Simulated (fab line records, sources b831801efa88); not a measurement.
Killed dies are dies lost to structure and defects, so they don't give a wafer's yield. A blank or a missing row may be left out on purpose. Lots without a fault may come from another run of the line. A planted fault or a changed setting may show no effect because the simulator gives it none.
Which tool did it? | flow sky130 | 13 lots, 39 wafers sampled, at 2 steps of a route of 708

WHAT THE GAUGES READ, wafer by wafer
SKY_SPACER_THK_MEAS_01. Usual: SPACER_CVD_00_THK 43.0 nm, standard deviation 0.35.
lot  | measured     | on            | SPACER_CVD_00_THK (nm) | flag
L944 | day 23 04:47 | film_metro-01 | 42.9 42.9 42.7         |
L945 | day 23 15:15 | film_metro-01 | 43.3 43.2 43.2         |
L946 | day 24 04:37 | film_metro-01 | 42.9 43.1 43.5         |
L947 | day 24 16:07 | film_metro-02 | 43.2 43.0 43.0         |
L948 | day 24 22:23 | film_metro-02 | 42.7 43.0 42.4         |
L949 | day 25 10:55 | film_metro-02 | 43.3 43.3 43.0         |
L950 | day 25 19:47 | film_metro-02 | 42.8 42.8 43.0         |
L951 | day 26 03:35 | film_metro-02 | 42.7 42.7 42.8         |
L952 | day 26 08:16 | film_metro-02 | 42.4 42.6 42.7         |
L954 | day 26 23:42 | film_metro-02 | 43.3 42.7 43.0         |
L957 | day 28 05:58 | film_metro-01 | 43.6 43.4 42.9         |
L959 | day 28 14:12 | film_metro-01 | 49.0 49.1 49.3         | OFF
L960 | day 29 06:38 | film_metro-02 | 49.5 49.3 49.0         | OFF

WHICH TOOL RAN EACH LOT (tool, then ch and the chambers of the sampled wafers, then the start)
lot  | SKY_SPACER_CVD_00
L944 | lpcvd-02 ch 1, day 23 03:34
L945 | lpcvd-02 ch 1, day 23 14:02
L946 | lpcvd-02 ch 0, day 24 03:25
L947 | lpcvd-02 ch 0, day 24 14:54
L948 | lpcvd-02 ch 0, day 24 21:10
L949 | lpcvd-02 ch 0, day 25 09:41
L950 | lpcvd-02 ch 0, day 25 18:33
L951 | lpcvd-02 ch 1, day 26 02:22
L952 | lpcvd-02 ch 1, day 26 07:04
L954 | lpcvd-02 ch 1, day 26 21:53
L957 | lpcvd-02 ch 1, day 28 04:46
L959 | lpcvd-02 ch 0, day 28 12:58
L960 | lpcvd-02 ch 1, day 29 05:26
- SKY_SPACER_CVD_00: deposits Si3N4 from DCS/NH3, target thk 43.1 nm, time 740 s.

WHAT THE TOOLS THEMSELVES READ (means of the sampled wafers that have a number; where no wafer has one, the mark that the record gives instead)
SKY_SPACER_CVD_00. Usual: spike_tc_bottom_C 790.8 C, standard deviation 2.1; spike_tc_centre_C 770.7 C, standard deviation 1.2; spike_tc_lower_C 769.6 C, standard deviation 1.2; spike_tc_upper_C 770.9 C, standard deviation 1; susceptor_temp_C 770.0 C, standard deviation 0.31.
lot  | tool     | spike_tc_bottom_C (C) | spike_tc_centre_C (C) | spike_tc_lower_C (C) | spike_tc_upper_C (C) | susceptor_temp_C (C) | flag
L944 | lpcvd-02 | 787.6                 | 769.4                 | 769.8                | 771.1                | 770.1                |
L945 | lpcvd-02 | 788.7                 | 770.0                 | 769.5                | 771.2                | 769.6                |
L946 | lpcvd-02 | 792.8                 | 771.4                 | 770.4                | 770.4                | 769.7                |
L947 | lpcvd-02 | 794.1                 | 771.3                 | 770.3                | 772.1                | 769.8                |
L948 | lpcvd-02 | 793.1                 | 770.9                 | 769.7                | 769.7                | 770.0                |
L949 | lpcvd-02 | 792.0                 | 771.9                 | 770.9                | 769.8                | 770.0                |
L950 | lpcvd-02 | 793.7                 | 771.6                 | 769.6                | 770.7                | 769.9                |
L951 | lpcvd-02 | 789.0                 | 769.1                 | 768.7                | 770.8                | 770.2                |
L952 | lpcvd-02 | 788.1                 | 770.5                 | 770.0                | 770.6                | 769.9                |
L954 | lpcvd-02 | 788.8                 | 770.2                 | 769.1                | 772.2                | 770.2                |
L957 | lpcvd-02 | 789.1                 | 770.7                 | 769.4                | 771.1                | 770.1                |
L959 | lpcvd-02 | 799.9                 | 779.0                 | 775.9                | 778.4                | 776.9                | OFF
L960 | lpcvd-02 | 796.2                 | 777.3                 | 775.6                | 778.3                | 777.3                | OFF

THE ANSWER, worked out from the rows above alone
Rule: a lot is off if the mean of its wafers that have a number lies more than 3 standard deviations from the usual mean. A lot without any number at a reading at which 4 lots or more have one is off too. The other lots that the step has rows for count as sound. The gauges are gone through in route order, then the tools' own readings, and for those a lot's mean is taken as printed above. The first step at which some lot is off is used, and at that step the reading that is off furthest; a lot without a number counts as furthest.
Off: L959, L960, at SKY_SPACER_THK_MEAS_01 (SPACER_CVD_00_THK).
A tool fits if, at a process step before that reading, it ran every lot that is off, and no sound lot after the first of them. The gauges at SKY_SPACER_THK_MEAS_01 aren't tried: what is off there is off at SKY_SPACER_CVD_00 too, on other tools, and a gauge's error can't cause that. One fits: lpcvd-02 at SKY_SPACER_CVD_00. Its last sound lot is L957 (day 28 04:46), its first lot that is off L959 (day 28 12:58): a fault that began between those two fits.
The tool's own readings at SKY_SPACER_CVD_00 bear it out: on the lots that are off they differ by more than 5 times the standard deviation of the sound lots' means. spike_tc_centre_C reads 778.1 C there against 770.6 C on the sound lots; spike_tc_lower_C reads 775.8 C there against 769.8 C on the sound lots; spike_tc_upper_C reads 778.3 C there against 770.9 C on the sound lots; susceptor_temp_C reads 777.1 C there against 770.0 C on the sound lots.

WHAT THE SIMULATOR HAD PUT IN
Process parameter drift: lpcvd-02, from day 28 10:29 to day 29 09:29, at SKY_SPACER_CVD_00. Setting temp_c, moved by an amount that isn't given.
Lots struck among those shown: L959, L960. The rule above found the same.
